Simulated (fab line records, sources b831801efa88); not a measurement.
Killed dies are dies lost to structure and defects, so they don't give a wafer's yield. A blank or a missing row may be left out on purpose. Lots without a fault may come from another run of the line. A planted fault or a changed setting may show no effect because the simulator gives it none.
A struck lot beside a sound one | flow sky130 | 25 steps out of a route of 708
Sound: wafers L376.2, L376.3, L376.4. Struck: wafers L382.3, L382.5, L382.6. The cause comes at the end.
At each step with rows: each side's tool, then ch and its chambers, then its first start. Under that, the readings that differ: sound wafers | struck wafers | difference of the means | sigmas: that difference in standard deviations of wafers without a fault.
alike: readings whose means differ by less than 2 such deviations, and words and numbers that are the same on both sides. not compared: withheld readings, readings that some wafer has no value for, bounds like >300 that may hide the same value, and numbers for which the record gives no deviation and whose values overlap.
The two part at a step that has a row with sigmas, a row that says differs or no value, or rows on one side only. Numbers that don't overlap but have no deviation are shown without sigmas and don't part them. A reading that every wafer of one side lacks parts them only if that side has two wafers or more.

SKY_VIA1_THK_MEAS_23: measures by xrf.
  sound on film_metro-04, day 36 12:20; struck on film_metro-02, day 38 15:30
  alike: VIA1_W_THK
then, 2 steps without rows for these wafers: SKY_VIA1_CMP_24 (polishes, stops on SiO2, t overpolish 15 s, target thk 0 nm); SKY_METAL2_SPUTTER_00 (material Ti, target thk 15 nm, time 10 s).
SKY_METAL2_SPUTTER_01: material TiN, target thk 20 nm, time 16.7 s.
  sound on pvd_sputter-03, day 36 12:43; struck on pvd_sputter-03, day 38 15:52
  alike: throttle_valve_pct
then, 1 step without rows for these wafers: SKY_METAL2_SPUTTER_02 (material AlCu, target thk 250 nm, time 13.3 s).
SKY_METAL2_SPUTTER_03: material Ti, target thk 5 nm, time 3.3 s.
  sound on pvd_sputter-03, day 36 12:46; struck on pvd_sputter-03, day 38 15:55
  alike: throttle_valve_pct
SKY_METAL2_SPUTTER_04: material TiN, target thk 70 nm, time 58.3 s.
  sound on pvd_sputter-03, day 36 12:47; struck on pvd_sputter-03, day 38 15:56
  alike: throttle_valve_pct
SKY_METAL2_RS_MEAS_05: measures by four-point-probe.
  sound on film_metro-04, day 36 12:51; struck on film_metro-01, day 38 16:01
  alike: METAL2_ALCU_RS
SKY_METAL2_THK_MEAS_06: measures by xrf.
  sound on film_metro-04, day 36 12:58; struck on film_metro-01, day 38 16:07
  alike: METAL2_ALCU_THK
then, 3 steps without rows for these wafers: SKY_METAL2_DEHYDRATE_07 (time 60 s); SKY_METAL2_HMDS_08 (prime time 60 s); SKY_METAL2_COAT_09 (resist thk 60 nm).
SKY_METAL2_COAT_10: resist thk 447.1 nm.
  sound on litho_track-02 ch 0, day 37 01:00; struck on litho_track-02 ch 0, day 39 05:00
  reading                                       | sound                | struck               | difference | sigmas
  spin_speed_rpm (rpm)                          | 2999.6 2999.2 3000.6 | 2755.8 2754.0 2755.8 | -244.6     | -99 or more
  model.KrF-thick_of_METAL2_COAT_10.thk_nm (nm) | 448.6 448.6 447.3    | 467.5 467.1 466.8    | +19.0      |
then, 4 steps without rows for these wafers: SKY_METAL2_SOFTBAKE_11 (time 90 s); SKY_METAL2_EXPOSE_12 (exposes mask MM2, target cd 140 nm); SKY_METAL2_PEB_13; SKY_METAL2_DEVELOP_14 (develop time 60 s).
SKY_METAL2_CD_MEAS_15: target cd 140 nm.
  sound on cd_sem-01, day 37 14:18; struck on cd_sem-01, day 39 17:12
  alike: cd_nm
SKY_METAL2_OVL_MEAS_16:
  sound on overlay-01, day 37 14:25; struck on overlay-02, day 39 17:17
  alike: METAL2_OVL
SKY_METAL2_DESCUM_17: chemistry O2, time 8 s.
  sound on rie_metal-02 ch 0,1, day 37 14:26; struck on rie_metal-04 ch 0,1, day 39 17:19
  alike: drypump_motor_current_A, oes_product_au
  not compared: rf_hours_counter_h
SKY_METAL2_ETCH_18: etches BARC in N2/H2, stops on SiO2, time 45.9 s, target depth 60 nm.
  sound on rie_metal-02 ch 0,1, day 37 14:28; struck on rie_metal-04 ch 0,1, day 39 17:22
  alike: drypump_motor_current_A, oes_product_au, throttle_valve_pct
  not compared: rf_hours_counter_h
SKY_METAL2_METAL_ETCH_19: etches the open film in Cl2/BCl3, stops on SiO2, target depth 360 nm, time 78 s.
  sound on rie_metal-02 ch 0,1, day 37 14:32; struck on rie_metal-04 ch 0,1, day 39 17:26
  reading                                       | sound             | struck          | difference | sigmas
  model.KrF-thick_of_METAL2_COAT_10.thk_nm (nm) | 155.5 147.4 153.9 | 175.9 177 177.2 | +24.4      |
  alike: drypump_motor_current_A, oes_product_au, throttle_valve_pct
  not compared: rf_hours_counter_h
SKY_METAL2_STRIP_20: strips in O2/N2.
  sound on plasma_asher-02 ch 0,1, day 37 14:37; struck on plasma_asher-03 ch 0,1, day 39 17:32
  reading                      | sound          | struck         | difference | sigmas
  strip_time_to_endpoint_s (s) | 2.66 2.57 2.64 | 2.89 2.90 2.89 | +0.27      | +4
  alike: drypump_motor_current_A, oes_product_au
  not compared: rf_hours_counter_h
then, 1 step without rows for these wafers: SKY_METAL2_STRIP_21 (strips in post etch residue remover, time 1200 s).
-- the record jumps here: 10 days lie between the struck wafers' starts before and after (it left off in module METAL2 and takes up again in module PAD_OPEN, whose first step shown is number 708 of the route) --
SKY_PAD_OPEN_PROBE_99:
  sound on prober-01, day 47 17:08; struck on prober-01, day 49 06:35
  alike: defect_limited_yield, killed_at_M0_to_M3, killed_at_M4_up, killed_at_contacts, killed_at_front_end, killed_at_other, killed_dies, killed_open, killed_short, sort_bin_3_pad_short, sort_bin_5_function, sort_bin_6_memory, sort_n_pass, sort_yield_pct

WHERE THEY PART
First at SKY_METAL2_COAT_10; last, within this record, at SKY_METAL2_STRIP_20. Later steps at which nothing parts them and some readings are alike: SKY_PAD_OPEN_PROBE_99.

WHY: what the simulator had put in
Process parameter drift: litho_track-02, from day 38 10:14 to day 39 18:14, at SKY_METAL2_COAT_10. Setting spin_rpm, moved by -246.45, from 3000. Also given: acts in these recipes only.
